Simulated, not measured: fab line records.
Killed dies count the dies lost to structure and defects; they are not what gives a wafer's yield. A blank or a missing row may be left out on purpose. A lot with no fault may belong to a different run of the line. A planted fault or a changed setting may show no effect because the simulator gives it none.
One fault seen from 2 desks || flow gf180mcu || numbers are kept per desk, each desk with only its own; the story behind them comes last

## AT THE TOOL OWNER'S DESK: litho_track-01
The tool's own readings at GF_SAB_COAT_04 (resist thk 1000 nm): means of the sampled wafers that have a number, for each lot that ran on this tool. The brackets show how far a lot's mean lies from the usual mean; more than 4 standard deviations puts the lot out of limits, marked OUT.
Columns: A = chill_plate_temp_C at GF_SAB_COAT_04, usual 22.99 C; B = spin_speed_rpm at GF_SAB_COAT_04, usual 3000.2 rpm
{"lot": "L915", "first seen here": "day 15 07:39", "A": 22.86, "B": 3000.9}
{"lot": "L920", "first seen here": "day 16 18:25", "A": 22.95, "B": 2999.4}
{"lot": "L921", "first seen here": "day 17 07:33", "A": 22.87, "B": 2998.7}
{"lot": "L928", "first seen here": "day 19 21:45", "A": 23.07, "B": 3001.8}
{"lot": "L934", "first seen here": "day 21 14:33", "A": 23.12, "B": 2999.3}
{"lot": "L935", "first seen here": "day 22 18:07", "A": 22.99, "B": "3152.8 (+80) OUT"}
{"lot": "L936", "first seen here": "day 22 21:16", "A": 22.94, "B": "3153.4 (+81) OUT"}
This desk's finding: out of limits on L935, L936; first on L935, day 22 18:07 (spin_speed_rpm at GF_SAB_COAT_04). In limits: L915, L920, L921, L928, L934.

## THE METROLOGY DESK
What the gauges read, lot by lot, whatever tool the lot ran on: means of the sampled wafers that have a number. The brackets show how far a lot's mean lies from the usual mean; more than 4 standard deviations puts the lot out of limits, marked OUT.
Columns: A = M1_ALCU_THK at GF_M1_THK_MEAS_06, usual 443 nm; B = M3_ALCU_RS at GF_M3_RS_MEAS_05, usual 0.0690 ohm/sq; C = cd_nm at GF_M3_CD_MEAS_14, usual 279.8 nm
{"lot": "L915", "first seen here": "day 16 21:12", "A": 437, "B": 0.0680, "C": 281.5}
{"lot": "L917", "first seen here": "day 17 05:27", "A": 446, "B": 0.0705, "C": 278.8}
{"lot": "L919", "first seen here": "day 18 04:34", "A": 440, "B": 0.0681, "C": 276.4}
{"lot": "L920", "first seen here": "day 18 08:10", "A": 440, "B": 0.0683, "C": 281.4}
{"lot": "L921", "first seen here": "day 19 00:00", "A": 448, "B": 0.0690, "C": 279.3}
{"lot": "L922", "first seen here": "day 19 06:50", "A": 448, "B": 0.0684, "C": 281.1}
{"lot": "L925", "first seen here": "day 20 10:16", "A": 447, "B": 0.0701, "C": 280.0}
{"lot": "L928", "first seen here": "day 21 13:03", "A": 435, "B": 0.0691, "C": 279.0}
{"lot": "L929", "first seen here": "day 21 14:45", "A": 437, "B": 0.0682, "C": 280.0}
{"lot": "L934", "first seen here": "day 23 06:13", "A": 442, "B": 0.0696, "C": 278.7}
{"lot": "L935", "first seen here": "day 24 08:48", "A": 442, "B": 0.0684, "C": 282.3}
{"lot": "L936", "first seen here": "day 24 11:20", "A": 439, "B": 0.0690, "C": 279.2}
{"lot": "L937", "first seen here": "day 24 14:20", "A": 451, "B": 0.0688, "C": 279.8}
Result from this desk: across the 13 lots, nothing is out of limits.

## BROUGHT TOGETHER
The tool owner's desk could have raised an alarm at day 22 18:07, on L935, L936.
Metrology desk: nothing out of limits seen.
The metrology desk holds a record of L935, L936, inside its limits.
GF_SAB_COAT_04 was run on litho_track-01 by each of the lots named.

## WHAT THE SIMULATOR PUT IN
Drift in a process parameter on litho_track-01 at GF_SAB_COAT_04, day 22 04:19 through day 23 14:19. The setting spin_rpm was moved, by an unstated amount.
Lots struck among those shown: L935, L936.
How many hours passed from the start of the fault until each desk's first out-of-limits reading: the tool owner's desk, 14.
